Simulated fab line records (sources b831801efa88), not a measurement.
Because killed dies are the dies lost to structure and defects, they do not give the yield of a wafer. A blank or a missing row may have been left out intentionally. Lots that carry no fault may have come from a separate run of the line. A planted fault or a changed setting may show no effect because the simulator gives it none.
Matching of chambers | flow gf180mcu | pecvd-01 running GF_V5_CVD_02: 3 sister chambers
The step deposits SiO2 from TEOS, target thk 1450 nm, time 163.28 s. 3 wafers are shown with their chamber, then 7 later ones without.

== WAFERS PAIRED WITH THEIR CHAMBERS ==
wafer  | chamber | heaterPowerW (W)
L455.6 | 1       | 488
L459.1 | 0       | 718
L459.5 | 2       | 805

== WAFERS MISSING THEIR CHAMBER ==
wafer  | heaterPowerW (W)
L459.6 | 497
L466.1 | 518
L466.2 | 757
L466.4 | 400
L468.2 | 821
L468.4 | 645
L468.5 | 572

== EACH ONE'S CHAMBER ==
wafer  | from the rows above          | in truth
L459.6 | 1                            | 1
L466.1 | 1                            | 1
L466.2 | can't be placed: 0 or 2      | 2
L466.4 | 1                            | 1
L468.2 | can't be placed: 2 or 0      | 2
L468.4 | can't be placed: 0 or 1 or 2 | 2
L468.5 | can't be placed: 1 or 0      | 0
Correct placement for 3 of the 7. From these rows, 4 cannot be placed; in 4 the true chamber is one of the candidates. Wrongly placed: 0.
How it was worked out, from the rows above alone: a wafer's distance from a chamber is the root of the sum, over the readings, of the square of ((its reading less the chamber's mean) divided by the reading's scatter). The wafer belongs to the nearest chamber; if the next one is less than 2 further off, it can't be placed. The mean given for a chamber averages the wafers shown for that chamber. The scatter: root of mean squared gap, hidden wafer to nearest shown wafer, with one shown wafer a chamber.
